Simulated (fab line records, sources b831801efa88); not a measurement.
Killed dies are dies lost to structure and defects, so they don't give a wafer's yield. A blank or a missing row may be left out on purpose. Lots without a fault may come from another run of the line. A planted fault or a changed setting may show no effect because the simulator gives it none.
fab line records | flow gf180mcu
record lots=15 wafers=45 last_day=34
route steps=602 shown DNWELL@41 POLY_GATE@170 HV_LDD@197
lots that met no fault: from a run of the same line without faults
start_h: hours from the record's first day to the start of the lot's first wafer shown | wait_h: hours since the lot's step before | " the same as in the row above | L1.1+2: a row that stands for several wafers | - no value, or no start given | * or withheld: withheld | < > ~ a bound
route shown NAME@n: a module of which the file shows steps, and the number in the route of the first | usual: mean/standard deviation of fault-free wafers | same: alike in all rows | chamber/n: place in a boat | sites: the reading at each site | _std_site: their standard deviation | _edge_site: outer sites' mean less inner sites' | radius_mm: how far each site lies from the wafer's centre | mask NAME#n: copy n | behind: the tool/chamber that last shaped the wafer | hold: why the lot was held/for how many hours/how that ended | device: the transistor (n, p or np) that didn't switch | end of line: the same wafers' tests at the end of the route | a step without rows: its recipe alone | killed: dies lost to structure and defects at the first sort, not the wafer's yield | map: a wafer's dies, x killed, . not, _ none there
set.NAME: the setting as run; set.NAME@STEP: as run at that earlier step | model.NAME: the simulator's own value behind a step, which no gauge read
steps of the route over a sample of lots; a table a step, a row a wafer
services: from which hour (start_h, from the record's first day; less than 0 if before it) a tool's chamber was out of use, for how many hours, and why
## steps
# step GF_DNWELL_TW_MEAS_09
# usual DNWELL_TW=1342/22
# columns lot.wafer tool chamber start_h wait_h DNWELL_TW
L993.2 film_metro-02 - 45.72 0.1 1358
L993.3 " - " " 1348
L993.6 " - " " 1349
L995.4 film_metro-03 - 55.96 0.1 1331
L995.5 " - " " 1333
L995.6 " - " " 1336
L996.1 film_metro-03 - 60.31 0.1 1336
L996.3 " - " " 1340
L996.5 " - " " 1333
L998.1 film_metro-03 - 68.77 0.1 1316
L998.2 " - " " 1320
L998.3 " - " " 1325
L100.2 film_metro-04 - 79.12 0.1 1371
L100.3 " - " " 1366
L100.4 " - " " 1371
L102.1 film_metro-03 - 89.37 0.1 1330
L102.3 " - " " 1327
L102.6 " - " " 1325
L105.1 film_metro-03 - 105.98 0.1 1326
L105.3 " - " " 1325
L105.6 " - " " 1322
L106.1 film_metro-03 - 112.11 0.1 1325
L106.2 " - " " 1321
L106.6 " - " " 1332
L107.2 film_metro-03 - 117.92 0.1 1330
L107.5 " - " " 1319
L107.6 " - " " 1323
L108.3 film_metro-04 - 122.23 0.1 1385
L108.4 " - " " 1381
L108.6 " - " " 1384
L110.1 film_metro-04 - 133.36 0.1 1364
L110.4 " - " " 1370
L110.6 " - " " 1366
L111.1 film_metro-03 - 137.71 0.1 1322
L111.3 " - " " 1323
L111.6 " - " " 1323
L113.2 film_metro-04 - 149.29 0.1 1379
L113.3 " - " " 1381
L113.6 " - " " 1390
L114.2 film_metro-03 - 152.74 0.1 1328
L114.3 " - " " 1322
L114.4 " - " " 1322
L116.1 film_metro-03 - 166.11 0.1 1335
L116.3 " - " " 1339
L116.4 " - " " 1330
# step GF_POLY_GATE_ETCH_13
# recipe target=poly-Si target_depth_nm=198.5 stop_on=SiO2 over_etch_frac=0.403 chemistry=HBr/Cl2 icp_w=400 bias_w=100 pressure_mtorr=10 HBr_flow_sccm=150 Cl2_flow_sccm=50 time_s=69.6
# usual drypump_motor_current_A=5.7/0.54 he_backside_leak_sccm=2.66/0.29 oes_product_au=0.986/0.0074 rf_fwd_power_W=396.8/1.4 throttle_valve_pct=33.683/0.0097
# same over_etch_frac=0.403
# columns lot.wafer tool chamber start_h wait_h drypump_motor_current_A he_backside_leak_sccm oes_product_au rf_fwd_power_W rf_hours_counter_h throttle_valve_pct
L993.2 rie_si-01 3 199.69 - 4.7 2.50 0.982 396.8 4 33.693
L993.3 " 0 " " 6.3 2.51 0.981 395.1 18 33.698
L993.6 " 1 " " 5.9 2.24 0.992 395.5 - 33.691
L995.4 rie_si-02 0 212.72 - 5.1 2.81 0.989 397.2 4 33.685
L995.5 " 3 " " 6.3 2.80 0.982 395.7 - 33.684
L995.6 " 2 " " 5.6 2.50 0.974 396.3 - 33.690
L996.1 rie_si-02 3 216.77 - 6.4 2.78 0.983 397.7 91 33.691
L996.3 " 1 " " 5.7 2.80 0.989 395.3 75 33.673
L996.5 " 0 " " 5.1 2.82 0.994 399.9 - 33.683
L998.1 rie_si-02 3 228.74 - 6.3 2.84 0.992 397.5 91 33.680
L998.2 " 2 " " 5.6 2.55 0.977 395.6 99 33.681
L998.3 " 0 " " 5.1 2.95 0.995 399.3 5 33.660
L100.2 rie_si-01 2 247.09 - 5.9 2.77 0.989 395.6 41 33.678
L100.3 " 1 " " 5.9 2.29 0.981 397.6 5 33.684
L100.4 " 0 " " 6.3 2.48 0.974 397.6 19 33.699
L102.1 rie_si-02 3 261.14 - 6.4 2.70 0.993 398.0 91 33.687
L102.3 " 2 " " 5.6 2.50 0.981 397.2 99 33.701
L102.6 " 0 " " 5.1 2.92 0.997 397.8 - 33.675
L105.1 rie_si-01 2 280.77 - 5.8 2.73 1.000 393.6 41 33.689
L105.3 " 1 " " 5.9 2.47 0.988 396.8 5 33.666
L105.6 " 3 " " 4.6 2.60 0.990 395.5 - 33.676
L106.1 rie_si-01 0 287.49 - 6.3 2.46 0.975 398.3 19 33.673
L106.2 " 1 " " 6.0 2.29 0.984 397.0 5 33.692
L106.6 " 2 " " 5.8 2.79 0.990 393.5 - 33.675
L107.2 rie_si-02 0 294.47 - 5.1 3.04 0.989 399.4 5 33.689
L107.5 " 0 " " 5.1 2.97 0.992 399.7 - 33.684
L107.6 " 1 " " 5.7 2.85 0.989 397.2 - 33.688
L108.3 rie_si-02 0 300.84 - 5.1 2.88 0.995 397.0 5 33.672
L108.4 " 1 " " 5.8 2.89 0.991 395.8 76 33.688
L108.6 " 0 " " 5.1 2.85 0.995 395.6 - 33.670
L110.1 rie_si-01 2 318.50 - 5.9 2.69 0.979 397.4 42 33.689
L110.4 " 1 " " 5.9 2.44 0.981 398.8 5 33.696
L110.6 " 3 " " 4.6 2.48 0.977 395.3 - 33.677
L111.1 rie_si-01 0 321.65 - 6.3 2.53 0.979 397.8 19 33.675
L111.3 " 2 " " 5.8 2.80 0.998 396.0 42 33.682
L111.6 " 1 " " 5.9 2.56 0.986 396.0 - 33.684
L113.2 rie_si-02 3 338.34 - 6.3 2.80 0.989 398.3 92 33.684
L113.3 " 2 " " 5.6 2.31 0.999 395.7 0 33.693
L113.6 " 3 " " 6.3 2.71 0.984 400.2 - 33.706
L114.2 rie_si-02 2 343.82 - 5.6 2.39 0.992 397.1 0 33.670
L114.3 " 3 " " 6.4 2.81 0.986 396.5 - 33.674
L114.4 " 2 " " 5.6 2.30 0.984 398.0 - 33.683
L116.1 rie_si-02 2 363.72 - 5.6 2.38 0.991 395.4 0 33.695
L116.3 " 3 " " 6.3 2.86 0.976 395.3 92 33.683
L116.4 " 1 " " 5.7 2.87 0.993 397.4 - 33.682
# step GF_HV_LDD_IMPLANT_21
# recipe species=BF2 energy_kev=25 dose_cm2=5e+13 tilt_deg=7
# columns lot.wafer tool chamber start_h wait_h
L993.2+3+6 implanter-02 0 236.46 0.0
L995.4+5+6 implanter-02 0 252.59 0.1
L996.1+3+5 implanter-04 0 259.59 0.0
L998.1+2+3 implanter-02 0 269.94 0.0
L100.2+3+4 implanter-04 0 287.69 0.0
L102.1+3+6 implanter-04 0 302.57 0.0
L102.1+3+6 implanter-04 0 302.88 0.3
L105.1+3+6 implanter-03 0 324.52 0.0
L105.1+3+6 implanter-03 0 324.83 0.3
L106.1+2+6 implanter-03 0 331.34 0.0
L107.2+5+6 implanter-03 0 339.09 0.0
L107.2+5+6 implanter-03 0 339.41 0.3
L108.3+4+6 implanter-02 0 344.29 0.1
L110.1+4+6 implanter-02 0 362.82 0.0
L111.1+3+6 implanter-03 0 367.67 0.0
L113.2+3+6 implanter-02 0 384.49 0.0
L114.2+3+4 implanter-02 0 393.11 0.0
L116.1+3+4 implanter-04 0 411.07 0.0
# step GF_HV_LDD_TW_MEAS_23
# usual HV_LDD_2_TW=1057/12
# columns lot.wafer tool chamber start_h wait_h HV_LDD_2_TW
L993.2 film_metro-04 - 236.70 0.1 1070
L993.3 " - " " 1069
L993.6 " - " " 1071
L995.4 film_metro-04 - 252.80 0.1 1075
L995.5 " - " " 1066
L995.6 " - " " 1067
L996.1 film_metro-02 - 259.84 0.1 1047
L996.3 " - " " 1050
L996.5 " - " " 1047
L998.1 film_metro-04 - 270.19 0.1 1069
L998.2 " - " " 1072
L998.3 " - " " 1067
L100.2 film_metro-01 - 287.93 0.1 1054
L100.3 " - " " 1052
L100.4 " - " " 1056
L102.1 film_metro-02 - 303.13 0.1 1293
L102.3 " - " " 1297
L102.6 " - " " 1299
L105.1 film_metro-02 - 325.11 0.1 1301
L105.3 " - " " 1295
L105.6 " - " " 1301
L106.1 film_metro-01 - 331.59 0.1 1070
L106.2 " - " " 1071
L106.6 " - " " 1063
L107.2 film_metro-02 - 339.81 0.1 1303
L107.5 " - " " 1306
L107.6 " - " " 1311
L108.3 film_metro-02 - 344.51 0.1 1049
L108.4 " - " " 1049
L108.6 " - " " 1054
L110.1 film_metro-04 - 363.07 0.1 1072
L110.4 " - " " 1078
L110.6 " - " " 1075
L111.1 film_metro-02 - 367.92 0.1 1045
L111.3 " - " " 1036
L111.6 " - " " 1047
L113.2 film_metro-01 - 384.73 0.1 1067
L113.3 " - " " 1063
L113.6 " - " " 1063
L114.2 film_metro-04 - 393.34 0.1 1075
L114.3 " - " " 1077
L114.4 " - " " 1071
L116.1 film_metro-02 - 411.32 0.1 1042
L116.3 " - " " 1045
L116.4 " - " " 1039
# step GF_HV_LDD_OVL_MEAS_47
# usual HV_LDD_03_OVL=0.1/1.6
# columns lot.wafer tool chamber start_h wait_h HV_LDD_03_OVL[nm]
L993.2 overlay-02 - 276.06 0.1 2.9
L993.3 " - " " 2.0
L993.6 " - " " 2.9
L995.4 overlay-01 - 292.90 0.1 -1.4
L995.5 " - " " -1.7
L995.6 " - " " -0.2
L996.1 overlay-01 - 300.38 0.1 -2.9
L996.3 " - " " -2.5
L996.5 " - " " -0.5
L998.1 overlay-01 - 311.50 0.1 1.6
L998.2 " - " " 0.3
L998.3 " - " " 2.3
L100.2 overlay-01 - 330.44 0.1 0.6
L100.3 " - " " 0.9
L100.4 " - " " 0.4
L102.1 overlay-02 - 346.08 0.1 0.0
L102.3 " - " " 0.1
L102.6 " - " " 0.8
L105.1 overlay-01 - 368.93 0.1 1.5
L105.3 " - " " -0.4
L105.6 " - " " 2.9
L106.1 overlay-01 - 375.73 0.1 0.2
L106.2 " - " " -0.4
L106.6 " - " " -0.5
L107.2 overlay-02 - 383.84 0.1 -0.8
L107.5 " - " " 2.2
L107.6 " - " " 0.7
L108.3 overlay-01 - 388.04 0.1 1.2
L108.4 " - " " 1.2
L108.6 " - " " -1.1
L110.1 overlay-01 - 409.05 0.1 -0.5
L110.4 " - " " -0.5
L110.6 " - " " 2.0
L111.1 overlay-02 - 413.68 0.1 0.9
L111.3 " - " " 2.4
L111.6 " - " " 2.2
L113.2 overlay-02 - 431.33 0.1 -2.4
L113.3 " - " " -0.7
L113.6 " - " " 0.2
L114.2 overlay-01 - 441.78 0.1 -2.6
L114.3 " - " " -1.3
L114.4 " - " " -0.9
L116.1 overlay-01 - 460.68 0.1 0.1
L116.3 " - " " 0.7
L116.4 " - " " 0.1
## services
# columns tool chamber start_h hours kind
rie_si-01 0 208.16 6.1 repair
implanter-03 - 210.98 11.8 repair
implanter-04 - 214.01 0.8 repair
implanter-04 - 236.37 4.6 repair
implanter-04 - 263.45 2.0 repair
implanter-03 - 276.31 3.6 pm
implanter-03 - 285.83 4.1 repair
implanter-04 - 289.63 2.1 repair
rie_si-01 2 299.82 0.9 repair
rie_si-02 2 312.82 - clean
rie_si-02 2 312.82 21.6 scheduled_down
rie_si-02 2 312.82 21.6 vent_cycle
implanter-02 - 312.89 1.0 repair
implanter-04 - 330.26 1.1 repair
rie_si-01 2 330.96 12.5 repair
rie_si-02 0 333.48 35.7 repair
rie_si-02 1 338.80 15.3 repair
implanter-03 - 356.60 1.0 repair
rie_si-02 3 369.22 - clean
rie_si-02 3 369.22 13.4 scheduled_down
rie_si-02 3 369.22 13.4 vent_cycle
implanter-02 - 378.78 5.4 repair
implanter-02 - 408.45 0.5 repair
## key
first_sign step=GF_HV_LDD_IMPLANT_21 reading=visit direction=added
effect step=GF_HV_LDD_TW_MEAS_23 reading=HV_LDD_2_TW direction=up sigmas=20 usual=1057 struck=1301
met_at GF_HV_LDD_IMPLANT_21
struck_lots L102,L105,L107
rows_end L105.1,L105.3,L105.6,L107.2,L107.6
tester_left_out L102,L107
not_acting_at GF_DNWELL_TW_MEAS_09,GF_POLY_GATE_ETCH_13,GF_HV_LDD_OVL_MEAS_47
fault kind=repeated_step_whole tool=implanter-02,implanter-03,implanter-04 chamber=- onset_h=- steps=GF_HV_LDD_IMPLANT_21 times=1 scope=struck_lots_only
# tester_left_out: of these lots the tester's yield and bins aren't shown, on N5 and GAA mostly nor the transistor test; their killed dies are dies lost to structure and defects alone, not to doping, threshold or leakage, so they don't give the yield
# rows_end: these wafers met a further fault down the route, and their rows from its step on are left out
